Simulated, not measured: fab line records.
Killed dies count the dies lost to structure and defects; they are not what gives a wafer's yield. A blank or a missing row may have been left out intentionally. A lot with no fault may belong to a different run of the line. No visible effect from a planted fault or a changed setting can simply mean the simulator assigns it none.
fab line records ; flow gf180mcu ; part 2 of 2: steps 28 to 39 of 39
record: lots: 5; wafers: 15; lastDay: 34
route steps=602 shown STI@7 DNWELL@32 NWELL@42
lots that met no fault: from a run of the same line without faults
startH: hours from the record's opening day to when the first of the lot's shown wafers began ; waitH: hours since the lot's step before ; " identical to the entry in the row above ; L1.1+2: several wafers, shown together as one row ; - either no value or no given start ; * or withheld: withheld ; < > ~ a bound
route shown NAME@n: a module of which the file shows steps, and the number in the route of the first ; usual: average and standard deviation across the fault-free wafers ; same: alike in all rows ; chamber/n: place in a boat ; sites: per-site readings ; _std_site: how widely they spread, as a standard deviation ; _edge_site: inner sites' mean taken away from outer sites' mean ; radiusMm: for every site, how far away it sits from the centre of the wafer ; mask NAME#n: copy n ; behind: the tool/chamber that last shaped the wafer ; hold: why the lot went on hold/how many hours it stayed there/how the hold came to an end ; device: which transistor (n, p or np) failed to switch ; end of line: the tests these same wafers got at the end of their route ; a step given without rows: its recipe and nothing more ; killed: dies that structure and defects cost at the first sort, which is not the same as the wafer's yield ; map: shows each die of a wafer: x if killed, . if not, _ if none is there
set.NAME: the setting that was run; set.NAME@STEP: the one run at that earlier step ; model.NAME: the simulator's own value behind a step, which no gauge read
certain route steps with their lots: each step a table, each wafer a row
services: a tool's chamber out of use, with start hour (startH, from the record's first day; less than 0 if before it), hours out, and reason
== steps ==
step: GF_DNWELL_COAT_02
recipe: spinRpm: 2000; resistThkNm: 3000
lot.wafer;tool;chamber;startH;waitH
L076.1+4+6;lithoTrack-03;0;50.07;0.1
L079.1+5+6;lithoTrack-01;0;70.08;0.1
L086.1+4+5;lithoTrack-01;0;99.33;0.1
L092.1+2+3;lithoTrack-01;0;131.98;0.1
L097.1+2+5;lithoTrack-03;0;157.26;0.1
step: GF_DNWELL_SOFTBAKE_03
recipe: tempC: 109.6; timeS: withheld
usual: plateTempC: 109.59/0.15
lot.wafer;tool;chamber;startH;waitH;plateTempC
L076.1;lithoTrack-03;0;50.22;0.1;109.93
L076.4;lithoTrack-03;0;50.22;0.1;109.71
L076.6;lithoTrack-03;0;50.22;0.1;109.68
L079.1;lithoTrack-01;0;70.23;0.1;109.64
L079.5;lithoTrack-01;0;70.23;0.1;109.27
L079.6;lithoTrack-01;0;70.23;0.1;109.63
L086.1;lithoTrack-01;0;99.48;0.1;109.84
L086.4;lithoTrack-01;0;99.48;0.1;109.62
L086.5;lithoTrack-01;0;99.48;0.1;109.77
L092.1;lithoTrack-01;0;132.13;0.1;109.42
L092.2;lithoTrack-01;0;132.13;0.1;109.48
L092.3;lithoTrack-01;0;132.13;0.1;109.49
L097.1;lithoTrack-03;0;157.41;0.1;109.79
L097.2;lithoTrack-03;0;157.41;0.1;109.77
L097.5;lithoTrack-03;0;157.41;0.1;109.62
step: GF_DNWELL_EXPOSE_04
recipe: maskId: DNWELL; targetCdNm: 1700; na: 0.6; sourceShape: conventional; sigmaOuter: 0.6; doseMj: 260
same: sigmaOuter: 0.6
lot.wafer;tool;chamber;startH;waitH;mask
L076.1+4+6;ilineStepper-01;0;-;-;DNWELL#0
L079.1+5+6;ilineStepper-01;0;-;-;DNWELL#0
L086.1+4+5;ilineStepper-01;0;-;-;DNWELL#0
L092.1+2+3;ilineStepper-01;0;-;-;DNWELL#0
L097.1+2+5;ilineStepper-02;0;-;-;DNWELL#0
step: GF_DNWELL_PEB_05
recipe: tempC: 115; timeS: withheld
usual: plateTempC: 114.98/0.12
lot.wafer;tool;chamber;startH;waitH;plateTempC
L076.1;lithoTrack-01;0;-;-;114.98
L076.4;lithoTrack-01;0;-;-;115.05
L076.6;lithoTrack-01;0;-;-;115.07
L079.1;lithoTrack-02;0;-;-;115.08
L079.5;lithoTrack-02;0;-;-;115.08
L079.6;lithoTrack-02;0;-;-;115.15
L086.1;lithoTrack-02;0;-;-;114.77
L086.4;lithoTrack-02;0;-;-;115.16
L086.5;lithoTrack-02;0;-;-;114.88
L092.1;lithoTrack-02;0;-;-;114.75
L092.2;lithoTrack-02;0;-;-;114.97
L092.3;lithoTrack-02;0;-;-;114.87
L097.1;lithoTrack-01;0;-;-;114.98
L097.2;lithoTrack-01;0;-;-;114.80
L097.5;lithoTrack-01;0;-;-;115.24
step: GF_DNWELL_DEVELOP_06
recipe: wallAngleDeg: 90; developTimeS: 60; devTempC: 23
lot.wafer;tool;chamber;startH;waitH
L076.1+4+6;lithoTrack-01;0;-;-
L079.1+5+6;lithoTrack-02;0;-;-
L086.1+4+5;lithoTrack-02;0;-;-
L092.1+2+3;lithoTrack-02;0;-;-
L097.1+2+5;lithoTrack-01;0;-;-
step: GF_DNWELL_IMPLANT_07
recipe: species: P; energyKev: 1500; doseCm2: 1e+13; tiltDeg: 0
lot.wafer;tool;chamber;startH;waitH
L076.1+4+6;implanter-02;0;56.33;-
L079.1+5+6;implanter-04;0;77.55;-
L086.1+4+5;implanter-04;0;107.55;-
L092.1+2+3;implanter-01;0;140.25;-
L097.1+2+5;implanter-04;0;165.78;-
step: GF_DNWELL_STRIP_08
recipe: chemistry: O2/N2; powerW: 1400; pressureMtorr: 1500; platenTempC: 250; o2FlowSccm: 3000; n2FlowSccm: 300; overashFraction: 0.5
usual: drypumpMotorCurrentA: 5.8/0.5; heaterPowerW: 334/29; o2FlowSccm: 3001/8.8; oesProductAu: 0.722/0.005; stripTimeToEndpointS: 36.95/0.095
lot.wafer;tool;chamber;startH;waitH;drypumpMotorCurrentA;heaterPowerW;o2FlowSccm;oesProductAu;rfHoursCounterH;stripTimeToEndpointS
L076.1;plasmaAsher-02;1;56.48;0.1;6.4;327;2993;0.721;40;36.90
L076.4;plasmaAsher-02;1;56.48;0.1;6.5;324;2994;0.724;-;36.72
L076.6;plasmaAsher-02;0;56.48;0.1;5.6;332;2995;0.722;-;36.76
L079.1;plasmaAsher-02;1;77.70;0.1;6.4;321;2987;0.731;42;36.90
L079.5;plasmaAsher-02;1;77.70;0.1;6.4;325;2996;0.718;-;36.92
L079.6;plasmaAsher-02;0;77.70;0.1;5.6;341;3009;0.720;-;36.82
L086.1;plasmaAsher-03;1;107.70;0.1;5.7;296;3003;0.725;46;36.95
L086.4;plasmaAsher-03;0;107.70;0.1;5.2;292;3009;0.723;-;37.01
L086.5;plasmaAsher-03;0;107.70;0.1;5.2;295;3012;0.718;-;37.00
L092.1;plasmaAsher-03;1;140.40;0.1;5.7;304;2996;0.725;3;37.19
L092.2;plasmaAsher-03;0;140.40;0.1;5.2;308;3011;0.728;3;37.07
L092.3;plasmaAsher-03;1;140.40;0.1;5.7;304;3009;0.719;-;37.02
L097.1;plasmaAsher-04;0;165.93;0.1;5.1;349;2986;0.721;52;37.15
L097.2;plasmaAsher-04;1;165.93;0.1;6.5;384;3015;0.726;52;37.05
L097.5;plasmaAsher-04;0;165.93;0.1;5.2;356;3006;0.729;-;37.08
step: GF_DNWELL_TW_MEAS_09
usual: DNWELL_TW: 1354/11
lot.wafer;tool;chamber;startH;waitH;DNWELL_TW
L076.1;filmMetro-03;-;56.58;0.1;1367
L076.4;filmMetro-03;-;56.58;0.1;1373
L076.6;filmMetro-03;-;56.58;0.1;1369
L079.1;filmMetro-04;-;77.80;0.1;1350
L079.5;filmMetro-04;-;77.80;0.1;1355
L079.6;filmMetro-04;-;77.80;0.1;1354
L086.1;filmMetro-04;-;107.80;0.1;1348
L086.4;filmMetro-04;-;107.80;0.1;1345
L086.5;filmMetro-04;-;107.80;0.1;1356
L092.1;filmMetro-03;-;140.50;0.1;1350
L092.2;filmMetro-03;-;140.50;0.1;1359
L092.3;filmMetro-03;-;140.50;0.1;1352
L097.1;filmMetro-03;-;166.03;0.1;1356
L097.2;filmMetro-03;-;166.03;0.1;1357
L097.5;filmMetro-03;-;166.03;0.1;1365
step: GF_NWELL_DEHYDRATE_00
recipe: tempC: 200; timeS: 60
usual: plateTempC: 200.01/0.14
lot.wafer;tool;chamber;startH;waitH;plateTempC
L076.1;lithoTrack-03;0;62.07;5.5;199.84
L076.4;lithoTrack-03;0;62.07;5.5;200.02
L076.6;lithoTrack-03;0;62.07;5.5;199.78
L079.1;lithoTrack-02;0;84.25;6.4;199.95
L079.5;lithoTrack-02;0;84.25;6.4;199.94
L079.6;lithoTrack-02;0;84.25;6.4;199.95
L086.1;lithoTrack-03;0;114.72;6.9;200.01
L086.4;lithoTrack-03;0;114.72;6.9;199.83
L086.5;lithoTrack-03;0;114.72;6.9;199.81
L092.1;lithoTrack-04;0;148.33;7.8;199.93
L092.2;lithoTrack-04;0;148.33;7.8;200.18
L092.3;lithoTrack-04;0;148.33;7.8;200.07
L097.1;lithoTrack-02;0;173.30;7.3;199.91
L097.2;lithoTrack-02;0;173.30;7.3;200.01
L097.5;lithoTrack-02;0;173.30;7.3;200.03
step: GF_NWELL_HMDS_01
recipe: primeTimeS: 60; primeTempC: 120
lot.wafer;tool;chamber;startH;waitH
L076.1+4+6;lithoTrack-03;0;62.22;0.1
L079.1+5+6;lithoTrack-02;0;84.40;0.1
L086.1+4+5;lithoTrack-03;0;114.87;0.1
L092.1+2+3;lithoTrack-04;0;148.48;0.1
L097.1+2+5;lithoTrack-02;0;173.45;0.1
step: GF_NWELL_COAT_02
recipe: spinRpm: 2000; resistThkNm: 3000
lot.wafer;tool;chamber;startH;waitH
L076.1+4+6;lithoTrack-03;0;62.37;0.1
L079.1+5+6;lithoTrack-02;0;84.55;0.1
L086.1+4+5;lithoTrack-03;0;115.02;0.1
L092.1+2+3;lithoTrack-04;0;148.63;0.1
L097.1+2+5;lithoTrack-02;0;173.60;0.1
step: GF_NWELL_SOFTBAKE_03
recipe: tempC: 110; timeS: withheld
usual: plateTempC: 110.01/0.15
lot.wafer;tool;chamber;startH;waitH;plateTempC
L076.1;lithoTrack-03;0;62.52;0.1;109.89
L076.4;lithoTrack-03;0;62.52;0.1;110.13
L076.6;lithoTrack-03;0;62.52;0.1;109.97
L079.1;lithoTrack-02;0;84.70;0.1;109.99
L079.5;lithoTrack-02;0;84.70;0.1;110.19
L079.6;lithoTrack-02;0;84.70;0.1;109.92
L086.1;lithoTrack-03;0;115.17;0.1;109.92
L086.4;lithoTrack-03;0;115.17;0.1;110.11
L086.5;lithoTrack-03;0;115.17;0.1;110.19
L092.1;lithoTrack-04;0;148.78;0.1;109.86
L092.2;lithoTrack-04;0;148.78;0.1;109.80
L092.3;lithoTrack-04;0;148.78;0.1;109.80
L097.1;lithoTrack-02;0;173.75;0.1;110.08
L097.2;lithoTrack-02;0;173.75;0.1;110.06
L097.5;lithoTrack-02;0;173.75;0.1;110.29
== services ==
tool;chamber;startH;hours;kind
krfScanner-01;-;10.42;0.8;pm
krfScanner-01;-;12.95;0.5;repair
furnace-01;-;16.26;3.4;pm
cmp-02;-;16.45;1.6;repair
hdpcvd-01;-;22.58;1.6;repair
wetBench-02;-;26.46;29.0;repair
ilineStepper-01;-;27.66;1.1;repair
ilineStepper-01;-;30.72;1.7;pm
furnace-01;-;39.17;26.9;pm
krfScanner-01;-;56.83;0.1;repair
krfScanner-01;-;67.77;1.3;pm
ilineStepper-01;-;75.18;8.4;repair
ilineStepper-01;-;78.01;8.4;repair
plasmaAsher-02;-;81.39;2.8;pm
wetBench-02;-;85.66;2.1;repair
wetBench-03;-;88.79;4.1;repair
rieSi-02;1;101.97;28.1;repair
plasmaAsher-03;-;108.75;9.0;pm
wetBench-03;-;112.03;3.6;repair
rieSi-02;0;129.31;2.6;repair
wetBench-02;-;139.94;4.4;pm
rieSi-02;-;149.33;0.7;repair
plasmaAsher-03;-;160.04;6.3;repair
furnace-02;-;170.03;3.3;pm
